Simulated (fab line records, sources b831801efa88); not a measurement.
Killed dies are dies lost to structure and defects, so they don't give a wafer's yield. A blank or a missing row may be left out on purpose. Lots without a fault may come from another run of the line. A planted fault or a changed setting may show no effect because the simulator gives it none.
fab line records | flow sky130
record lots=6 wafers=18 last_day=49
route steps=708 shown CONTACT@426 METAL1@434 PAD_OPEN@708
lots that met no fault: from a run of the same line without faults
start_h: hours from the record's first day to the start of the lot's first wafer shown | wait_h: hours since the lot's step before | " the same as in the row above | L1.1+2: a row that stands for several wafers | - no value, or no start given | * or withheld: withheld | < > ~ a bound
route shown NAME@n: a module of which the file shows steps, and the number in the route of the first | usual: mean/standard deviation of fault-free wafers | same: alike in all rows | chamber/n: place in a boat | sites: the reading at each site | _std_site: their standard deviation | _edge_site: outer sites' mean less inner sites' | radius_mm: how far each site lies from the wafer's centre | mask NAME#n: copy n | behind: the tool/chamber that last shaped the wafer | hold: why the lot was held/for how many hours/how that ended | device: the transistor (n, p or np) that didn't switch | end of line: the same wafers' tests at the end of the route | a step without rows: its recipe alone | killed: dies lost to structure and defects at the first sort, not the wafer's yield | map: a wafer's dies, x killed, . not, _ none there
set.NAME: the setting as run; set.NAME@STEP: as run at that earlier step | model.NAME: the simulator's own value behind a step, which no gauge read
lots at some steps of the route; a table a step, a row a wafer
services: from which hour (start_h, from the record's first day; less than 0 if before it) a tool's chamber was out of use, for how many hours, and why
## steps
# step SKY_CONTACT_STRIP_20
# recipe chemistry=post_etch_residue_remover time_s=1200 temp_c=72.5
# step SKY_CONTACT_CLEAN_21
# recipe chemistry=IPA time_s=180 temp_c=25
# step SKY_CONTACT_CLEAN_22
# recipe chemistry=O3/DIW dry=n2_spin
# step SKY_CONTACT_SPUTTER_23
# recipe material=TiN target_thk_nm=20 chamber_pressure_pa=5 power_w=4000 time_s=80
# step SKY_CONTACT_CVD_24
# recipe material=W target_thk_nm=340 time_s=102.12 temp_c=400 pressure_torr=40
# usual heater_power_w=877/71
# same time_s=102.12
# columns lot.wafer tool chamber start_h wait_h heater_power_w
L443.1 cvd_w-01 1 762.33 0.0 888
L443.3 " 0 " " 844
L443.6 " 1 " " 915
L444.1 cvd_w-01 1 775.97 0.0 906
L444.4 " 0 " " 814
L444.5 " 1 " " 893
L448.3 cvd_w-01 1 808.98 0.1 917
L448.4 " 0 " " 836
L448.5 " 0 " " 878
L454.2 cvd_w-02 0 859.59 0.0 756
L454.4 " 0 " " 771
L454.6 " 1 " " 1012
L457.1 cvd_w-02 0 883.69 0.0 786
L457.4 " 0 " " 775
L457.5 " 0 " " 765
L458.1 cvd_w-02 0 888.81 0.0 769
L458.3 " 0 " " 762
L458.4 " 1 " " 1000
# step SKY_CONTACT_RS_MEAS_25
# recipe thk_meas_gauge=four-point-probe reads=W_of_CONTACT_CVD_24+TiN_of_CONTACT_SPUTTER_23
# usual CONTACT_W_RS=0.336/0.0043
# columns lot.wafer tool chamber start_h wait_h CONTACT_W_RS[ohm/sq]
L443.1 film_metro-01 - 762.44 0.1 0.335
L443.3 " - " " 0.337
L443.6 " - " " 0.339
L444.1 film_metro-01 - 776.08 0.1 0.328
L444.4 " - " " 0.335
L444.5 " - " " 0.331
L448.3 film_metro-04 - 809.09 0.1 0.333
L448.4 " - " " 0.341
L448.5 " - " " 0.337
L454.2 film_metro-01 - 859.72 0.1 0.340
L454.4 " - " " 0.335
L454.6 " - " " 0.336
L457.1 film_metro-04 - 883.80 0.1 0.339
L457.4 " - " " 0.342
L457.5 " - " " 0.342
L458.1 film_metro-01 - 888.92 0.1 0.333
L458.3 " - " " 0.335
L458.4 " - " " 0.331
# step SKY_CONTACT_THK_MEAS_26
# recipe thk_meas_gauge=xrf reads=W_of_CONTACT_CVD_24
# usual CONTACT_W_THK=333/5.3
# columns lot.wafer tool chamber start_h wait_h CONTACT_W_THK[nm]
L443.1 film_metro-01 - 762.56 0.1 334
L443.3 " - " " 331
L443.6 " - " " 330
L444.1 film_metro-01 - 776.20 0.1 343
L444.4 " - " " 334
L444.5 " - " " 339
L448.3 film_metro-04 - 809.19 0.1 334
L448.4 " - " " 327
L448.5 " - " " 333
L454.2 film_metro-01 - 859.83 0.1 334
L454.4 " - " " 339
L454.6 " - " " 338
L457.1 film_metro-04 - 883.92 0.1 331
L457.4 " - " " 330
L457.5 " - " " 327
L458.1 film_metro-01 - 889.04 0.1 340
L458.3 " - " " 338
L458.4 " - " " 342
# step SKY_CONTACT_CMP_27
# recipe stop_on=SiO2 t_overpolish_s=15 down_force_psi=3.5 platen_rpm=60 target_thk_nm=0 pad_velocity_m_s=0.94248
# step SKY_METAL1_SPUTTER_00
# recipe material=Ti target_thk_nm=15 power_w=3000 time_s=10 chamber_pressure_pa=0.4
# step SKY_METAL1_SPUTTER_01
# recipe material=TiN target_thk_nm=20 power_w=6500 time_s=16.7 chamber_pressure_pa=0.4
# step SKY_METAL1_SPUTTER_02
# recipe material=AlCu target_thk_nm=250 power_w=10600 time_s=13.3 chamber_pressure_pa=0.4
# usual throttle_valve_pct=30.1/1.4
# same time_s=13.3
# columns lot.wafer tool chamber start_h wait_h throttle_valve_pct
L443.1 pvd_sputter-02 - 762.97 0.0 30.9
L443.3 " - " " 30.6
L443.6 " - " " 30.4
L444.1 pvd_sputter-04 - 776.61 0.0 29.7
L444.4 " - " " 29.5
L444.5 " - " " 27.7
L448.3 pvd_sputter-04 - 809.58 0.0 27.4
L448.4 " - " " 30.2
L448.5 " - " " 29.8
L454.2 pvd_sputter-02 - 860.25 0.0 33.3
L454.4 " - " " 30.4
L454.6 " - " " 30.1
L457.1 pvd_sputter-04 - 884.33 0.0 29.8
L457.4 " - " " 30.3
L457.5 " - " " 27.7
L458.1 pvd_sputter-01 - 889.45 0.0 29.6
L458.3 " - " " 31.3
L458.4 " - " " 31.0
# step SKY_METAL1_SPUTTER_03
# recipe material=Ti target_thk_nm=5 power_w=3000 time_s=3.3 chamber_pressure_pa=0.4
# usual throttle_valve_pct=30.1/1.4
# same time_s=3.3
# columns lot.wafer tool chamber start_h wait_h throttle_valve_pct
L443.1 pvd_sputter-02 - 762.99 0.0 30.7
L443.3 " - " " 30.4
L443.6 " - " " 30.2
L444.1 pvd_sputter-04 - 776.63 0.0 29.5
L444.4 " - " " 29.6
L444.5 " - " " 27.5
L448.3 pvd_sputter-04 - 809.60 0.0 27.5
L448.4 " - " " 30.3
L448.5 " - " " 29.5
L454.2 pvd_sputter-02 - 860.28 0.0 33.6
L454.4 " - " " 30.7
L454.6 " - " " 29.9
L457.1 pvd_sputter-04 - 884.35 0.0 30.1
L457.4 " - " " 30.2
L457.5 " - " " 27.4
L458.1 pvd_sputter-01 - 889.47 0.0 29.7
L458.3 " - " " 31.2
L458.4 " - " " 30.8
# step SKY_METAL1_SPUTTER_04
# recipe material=TiN target_thk_nm=70 power_w=6500 time_s=58.3 chamber_pressure_pa=0.4
# usual throttle_valve_pct=30.2/1.3
# columns lot.wafer tool chamber start_h wait_h throttle_valve_pct model.TiN_of_METAL1_SPUTTER_04.thk_nm
L443.1 pvd_sputter-02 - 763.01 0.0 30.9 69.12
L443.3 " - " " 30.4 69.54
L443.6 " - " " 30.1 69.87
L444.1 pvd_sputter-04 - 776.65 0.0 29.8 57.51
L444.4 " - " " 29.8 58.15
L444.5 " - " " 27.2 57.32
L448.3 pvd_sputter-04 - 809.62 0.0 27.5 58.23
L448.4 " - " " 30.3 59.24
L448.5 " - " " 29.7 58.35
L454.2 pvd_sputter-02 - 860.30 0.0 33.4 69.68
L454.4 " - " " 30.5 70.19
L454.6 " - " " 30.3 68.98
L457.1 pvd_sputter-04 - 884.37 0.0 29.8 69.86
L457.4 " - " " 30.4 69.94
L457.5 " - " " 27.5 69.6
L458.1 pvd_sputter-01 - 889.49 0.0 29.9 70.64
L458.3 " - " " 31.0 70.27
L458.4 " - " " 31.0 71.49
# step SKY_METAL1_RS_MEAS_05
# recipe thk_meas_gauge=four-point-probe reads=TiN_of_METAL1_SPUTTER_04+Ti_of_METAL1_SPUTTER_03+AlCu_of_METAL1_SPUTTER_02+TiN_of_METAL1_SPUTTER_01+Ti_of_METAL1_SPUTTER_00
# usual METAL1_ALCU_RS=0.1265/0.0017
# columns lot.wafer tool chamber start_h wait_h METAL1_ALCU_RS[ohm/sq]
L443.1 film_metro-02 - 763.06 0.0 0.1284
L443.3 " - " " 0.1278
L443.6 " - " " 0.1268
L444.1 film_metro-04 - 776.70 0.0 0.1281
L444.4 " - " " 0.1281
L444.5 " - " " 0.1288
L448.3 film_metro-04 - 809.71 0.1 0.1276
L448.4 " - " " 0.1241
L448.5 " - " " 0.1264
L454.2 film_metro-04 - 860.37 0.0 0.1244
L454.4 " - " " 0.1240
L454.6 " - " " 0.1264
L457.1 film_metro-02 - 884.42 0.0 0.1265
L457.4 " - " " 0.1223
L457.5 " - " " 0.1274
L458.1 film_metro-03 - 889.54 0.0 0.1267
L458.3 " - " " 0.1267
L458.4 " - " " 0.1264
# step SKY_METAL1_THK_MEAS_06
# recipe thk_meas_gauge=xrf reads=AlCu_of_METAL1_SPUTTER_02
# usual METAL1_ALCU_THK=251/3.5
# columns lot.wafer tool chamber start_h wait_h METAL1_ALCU_THK[nm]
L443.1 film_metro-02 - 763.18 0.1 247
L443.3 " - " " 250
L443.6 " - " " 251
L444.1 film_metro-04 - 776.82 0.1 255
L444.4 " - " " 255
L444.5 " - " " 253
L448.3 film_metro-04 - 809.81 0.1 256
L448.4 " - " " 261
L448.5 " - " " 256
L454.2 film_metro-04 - 860.48 0.1 258
L454.4 " - " " 257
L454.6 " - " " 254
L457.1 film_metro-02 - 884.54 0.1 252
L457.4 " - " " 261
L457.5 " - " " 249
L458.1 film_metro-03 - 889.66 0.1 249
L458.3 " - " " 248
L458.4 " - " " 248
# step SKY_METAL1_DEHYDRATE_07
# recipe temp_c=200 time_s=60
# step SKY_METAL1_HMDS_08
# recipe prime_time_s=60 prime_temp_c=120
# step SKY_METAL1_COAT_09
# recipe resist=BARC temp_c=withheld time_s=withheld spin_rpm=3000 resist_thk_nm=60
# step SKY_METAL1_COAT_10
# recipe resist=KrF-thick spin_rpm=3000 resist_thk_nm=450
# step SKY_METAL1_SOFTBAKE_11
# recipe temp_c=100 time_s=90 resist=KrF-thick
# step SKY_METAL1_EXPOSE_12
# recipe mask_id=MM1 na=0.8 source_shape=annular sigma_inner=0.55 sigma_outer=0.85 target_cd_nm=140 dose_mj=28
# step SKY_METAL1_PEB_13
# recipe peb_temp_c=withheld peb_time_s=withheld resist=KrF-thick
# step SKY_METAL1_DEVELOP_14
# recipe develop_time_s=60 resist=KrF-thick dev_temp_c=21
# step SKY_METAL1_CD_MEAS_15
# recipe target_cd_nm=140
# usual cd_nm=140.2/1.5
# columns lot.wafer tool chamber start_h wait_h cd_nm
L443.1 cd_sem-02 - 789.70 - 138.7
L443.3 " - " " 138.9
L443.6 " - " " 138.8
L444.1 cd_sem-01 - 803.17 - 142.6
L444.4 " - " " 142.2
L444.5 " - " " 142.9
L448.3 cd_sem-02 - 836.36 - 139.9
L448.4 " - " " 141.5
L448.5 " - " " 142.1
L454.2 cd_sem-02 - 886.02 - 141.0
L454.4 " - " " 140.0
L454.6 " - " " 140.2
L457.1 cd_sem-01 - 910.25 - 136.6
L457.4 " - " " 138.9
L457.5 " - " " 138.8
L458.1 cd_sem-02 - 915.22 - 137.8
L458.3 " - " " 138.4
L458.4 " - " " 137.9
# step SKY_METAL1_OVL_MEAS_16
# usual METAL1_OVL=1/5.2
# columns lot.wafer tool chamber start_h wait_h METAL1_OVL[nm]
L443.1 overlay-02 - 789.82 0.1 6
L443.3 " - " " 12
L443.6 " - " " 3
L444.1 overlay-02 - 803.29 0.1 -2
L444.4 " - " " -9
L444.5 " - " " 2
L448.3 overlay-02 - 836.46 0.1 -1
L448.4 " - " " -7
L448.5 " - " " -6
L454.2 overlay-01 - 886.12 0.1 -3
L454.4 " - " " -9
L454.6 " - " " -3
L457.1 overlay-02 - 910.37 0.1 -8
L457.4 " - " " -11
L457.5 " - " " -1
L458.1 overlay-01 - 915.34 0.1 8
L458.3 " - " " 11
L458.4 " - " " 4
# step SKY_METAL1_DESCUM_17
# recipe chemistry=O2 source_power_w=150 bias_power_w=0 pressure_mtorr=10 temp_c=40 time_s=8
# usual drypump_motor_current_A=5.6/0.45 oes_product_au=1.006/0.014 rf_fwd_power_W=147.3/0.8
# same time_s=8
# columns lot.wafer tool chamber start_h wait_h drypump_motor_current_A oes_product_au rf_fwd_power_W rf_hours_counter_h
L443.1 rie_metal-03 0 789.85 0.0 5.7 1.003 147.7 14
L443.3 " 1 " " 6.0 1.025 147.4 -
L443.6 " 0 " " 5.7 1.003 148.2 -
L444.1 rie_metal-03 1 803.33 0.0 5.9 1.023 147.5 9
L444.4 " 1 " " 6.0 1.011 147.0 -
L444.5 " 0 " " 5.7 1.015 147.0 -
L448.3 rie_metal-03 0 836.49 0.0 5.7 1.011 147.1 -
L448.4 " 1 " " 6.0 1.025 147.4 -
L448.5 " 0 " " 5.7 1.016 147.4 -
L454.2 rie_metal-04 1 886.15 0.0 4.9 0.981 148.0 6
L454.4 " 0 " " 5.5 0.967 146.1 -
L454.6 " 1 " " 4.9 0.984 148.4 -
L457.1 rie_metal-01 0 910.40 0.0 6.4 0.999 146.5 1
L457.4 " 0 " " 6.4 1.008 146.8 -
L457.5 " 1 " " 5.3 0.999 146.6 -
L458.1 rie_metal-04 0 915.38 0.0 5.5 0.981 145.8 12
L458.3 " 1 " " 4.9 0.990 148.8 -
L458.4 " 0 " " 5.5 0.998 145.9 -
# step SKY_METAL1_ETCH_18
# recipe chemistry=N2/H2 target=BARC ion_energy_ev=200 bias_w=100 pressure_mtorr=30 n2_flow_sccm=100 h2_flow_sccm=200 icp_w=500 stop_on=SiO2 time_s=45.9 target_depth_a=600
# step SKY_METAL1_METAL_ETCH_19
# recipe target_depth_a=3600 stop_on=SiO2 over_etch_frac=0.3 time_s=78 chemistry=Cl2/BCl3 resist_sidewall_deg=88 pressure_mtorr=10 icp_w=900 bias_w=48.5 Cl2_flow_sccm=60 bcl3_flow_sccm=30
# step SKY_METAL1_STRIP_20
# recipe chemistry=O2/N2 power_w=1400 pressure_mtorr=1500 platen_temp_c=withheld o2_flow_sccm=3000 n2_flow_sccm=300 overash_fraction=0.5
# usual drypump_motor_current_A=5.6/0.46 oes_product_au=0.342/0.006 strip_time_to_endpoint_s=2.67/0.076
# columns lot.wafer tool chamber start_h wait_h drypump_motor_current_A oes_product_au rf_hours_counter_h strip_time_to_endpoint_s
L443.1 plasma_asher-02 1 790.04 0.1 4.8 0.344 96 2.66
L443.3 " 0 " " 5.8 0.333 - 2.61
L443.6 " 0 " " 5.8 0.339 - 2.62
L444.1 plasma_asher-02 1 803.51 0.1 4.8 0.346 97 2.65
L444.4 " 1 " " 4.8 0.333 - 2.61
L444.5 " 0 " " 5.8 0.340 - 2.60
L448.3 plasma_asher-04 1 836.70 0.1 5.5 0.337 - 2.62
L448.4 " 0 " " 6.2 0.331 - 2.55
L448.5 " 1 " " 5.5 0.339 - 2.58
L454.2 plasma_asher-01 0 886.34 0.1 6.1 0.346 77 2.75
L454.4 " 1 " " 5.6 0.346 - 2.81
L454.6 " 0 " " 6.1 0.345 - 2.75
L457.1 plasma_asher-02 0 910.59 0.1 5.8 0.341 108 2.69
L457.4 " 0 " " 5.8 0.340 - 2.70
L457.5 " 0 " " 5.8 0.346 - 2.76
L458.1 plasma_asher-01 1 915.56 0.1 5.6 0.346 80 2.77
L458.3 " 0 " " 6.1 0.342 - 2.73
L458.4 " 1 " " 5.6 0.345 - 2.76
# step SKY_METAL1_STRIP_21
# recipe chemistry=post_etch_residue_remover time_s=1200 temp_c=72.5
# same time_s=1200
# columns lot.wafer tool chamber start_h wait_h model.TiN_of_METAL1_SPUTTER_04.thk_nm
L443.1 wet_bench-02 3 790.14 0.1 68.7
L443.3 " 3 " " 69.12
L443.6 " 3 " " 69.45
L444.1 wet_bench-03 0 803.61 0.1 57.09
L444.4 " 0 " " 57.74
L444.5 " 0 " " 56.9
L448.3 wet_bench-03 0 836.77 0.0 57.81
L448.4 " 0 " " 58.82
L448.5 " 0 " " 57.93
L454.2 wet_bench-02 3 886.44 0.1 69.26
L454.4 " 3 " " 69.77
L454.6 " 3 " " 68.56
L457.1 wet_bench-03 0 910.69 0.1 69.44
L457.4 " 0 " " 69.52
L457.5 " 0 " " 69.18
L458.1 wet_bench-04 0 915.66 0.1 70.22
L458.3 " 0 " " 69.85
L458.4 " 0 " " 71.07
# step SKY_METAL1_CLEAN_22
# recipe chemistry=IPA time_s=180 temp_c=25
# step SKY_PAD_OPEN_PROBE_99
# usual defect_limited_yield=82.6/2 killed_at_M0_to_M3=44/7.3 killed_at_M4_up=3.1/1.6 killed_at_contacts=24/5.4 killed_at_front_end=15/4 killed_at_other=0.2/0.49 killed_dies=86/10 killed_open=48/7.3 killed_short=38/6.3 sort_bin_3_pad_short=0.8/0.45 sort_bin_5_function=10.3/1.5 sort_bin_6_memory=6.3/1.2 sort_n_pass=406/10 sort_yield_pct=82.6/2
# same gross_dies=492 killed_at_back_side=0 sort_bin_4_leakage[%]=0 sort_bin_8_speed[%]=0
# columns lot.wafer tool chamber start_h wait_h defect_limited_yield[%] killed_at_M0_to_M3 killed_at_M4_up killed_at_contacts killed_at_front_end killed_at_other killed_dies killed_open killed_short sort_bin_3_pad_short[%] sort_bin_5_function[%] sort_bin_6_memory[%] sort_n_pass sort_yield_pct[%]
L443.1 prober-02 - 1094.31 0.1 82.1 45 1 22 20 0 88 50 38 0.8 12.2 4.9 404 82.1
L443.3 prober-02 - 1094.41 0.2 78.7 56 4 22 22 1 105 49 56 0.8 11.6 8.9 387 78.7
L443.6 prober-02 - 1094.56 0.2 85.0 39 0 19 15 1 74 40 34 0.2 8.3 6.5 418 85.0
L444.1 prober-01 - 1105.19 0.1 85.8 38 3 13 16 0 70 31 39 1.0 6.9 6.3 422 85.8
L444.4 prober-01 - 1105.34 0.2 82.7 40 3 27 15 0 85 46 39 1.0 10.6 5.7 407 82.7
L444.5 prober-01 - 1105.39 0.2 85.8 26 2 23 19 0 70 40 30 0.8 6.9 6.5 422 85.8
# killed by level:class
L443.1 VIA3:geometric_particle:open=12 CONTACT:geometric_particle:open=10 POLY_GATE:geometric_particle:short=7 VIA1:geometric_particle:open=7 METAL1:geometric_particle:short=6 POLY_GATE:geometric_particle:open=5 LI_CONTACT:geometric_particle:open=5 METAL2:geometric_particle:short=5
L443.3 VIA2:geometric_particle:open=13 METAL2:geometric_particle:short=11 LOCAL_INTERCONNECT:geometric_particle:short=8 VIA3:geometric_particle:open=7 CONTACT:geometric_particle:open=7 FIELD_ISO:geometric_particle:short=6 VIA1:geometric_particle:open=6 POLY_GATE:geometric_particle:open=5
L443.6 VIA3:geometric_particle:open=8 CONTACT:geometric_particle:open=7 VIA1:geometric_particle:open=6 METAL2:geometric_particle:short=6 VIA1:geometric_particle:short=5 VIA2:geometric_particle:short=5 FIELD_ISO:geometric_particle:short=4 FIELD_ISO:geometric_particle:open=4
L444.1 VIA1:geometric_particle:open=7 METAL2:geometric_particle:short=7 VIA2:geometric_particle:open=6 FIELD_ISO:geometric_particle:open=4 POLY_GATE:geometric_particle:short=4 LI_CONTACT:geometric_particle:short=4 CONTACT:geometric_particle:open=4 METAL3:geometric_particle:short=4
L444.4 VIA2:geometric_particle:open=11 LI_CONTACT:geometric_particle:open=7 CONTACT:geometric_particle:open=7 VIA1:geometric_particle:open=6 CONTACT:geometric_particle:short=6 METAL1:geometric_particle:short=6 FIELD_ISO:geometric_particle:open=4 LOCAL_INTERCONNECT:geometric_particle:short=4
L444.5 CONTACT:geometric_particle:open=9 FIELD_ISO:geometric_particle:open=6 VIA2:geometric_particle:open=6 FIELD_ISO:geometric_particle:short=5 LI_CONTACT:geometric_particle:open=5 LOCAL_INTERCONNECT:geometric_particle:short=5 VIA1:geometric_particle:open=5 POLY_GATE:geometric_particle:short=4
## services
# columns tool chamber start_h hours kind
cvd_w-02 - 740.59 0.8 repair
rie_metal-03 - 769.89 4.3 pm
rie_metal-01 - 770.47 2.8 pm
plasma_asher-02 - 784.55 1.7 repair
cvd_w-01 - 789.48 0.5 repair
rie_metal-01 - 791.39 0.1 repair
pvd_sputter-02 0 793.42 - consumable_replace:kit
pvd_sputter-02 0 793.42 18.0 scheduled_down
pvd_sputter-02 0 793.42 18.0 vent_cycle
pvd_sputter-02 - 802.46 1.1 repair
pvd_sputter-02 - 803.03 1.2 repair
pvd_sputter-02 - 811.89 4.4 repair
wet_bench-02 - 815.90 41.5 pm
pvd_sputter-01 2 818.85 - consumable_replace:kit
cvd_w-02 - 820.62 1.1 repair
cvd_w-01 0 824.02 2.5 repair
pvd_sputter-01 - 841.57 7.9 repair
rie_metal-01 1 843.33 21.0 repair
rie_metal-01 0 853.15 2.4 repair
cvd_w-01 1 857.36 4.5 repair
rie_metal-03 - 867.03 2.8 pm
rie_metal-04 - 868.36 0.9 repair
cvd_w-01 - 884.83 6.0 pm
cvd_w-02 - 904.00 14.0 pm
## key
first_sign none at tools or gauges
model_effect step=SKY_METAL1_SPUTTER_04 value=TiN_of_METAL1_SPUTTER_04.thk_nm without=69.5 struck=58.13
model_effect step=SKY_METAL1_STRIP_21 value=TiN_of_METAL1_SPUTTER_04.thk_nm without=69.08 struck=57.72
met_at SKY_METAL1_SPUTTER_04
struck_wafers L444.1,L444.4,L444.5,L448.3,L448.4,L448.5
also_fits SKY_CONTACT_CVD_24:cvd_w-01
fault kind=process_parameter_drift tool=pvd_sputter-04 chamber=- onset_h=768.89 steps=SKY_METAL1_SPUTTER_04 channel=time_s offset=* shape=step end_h=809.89 acts_in=* stated=*
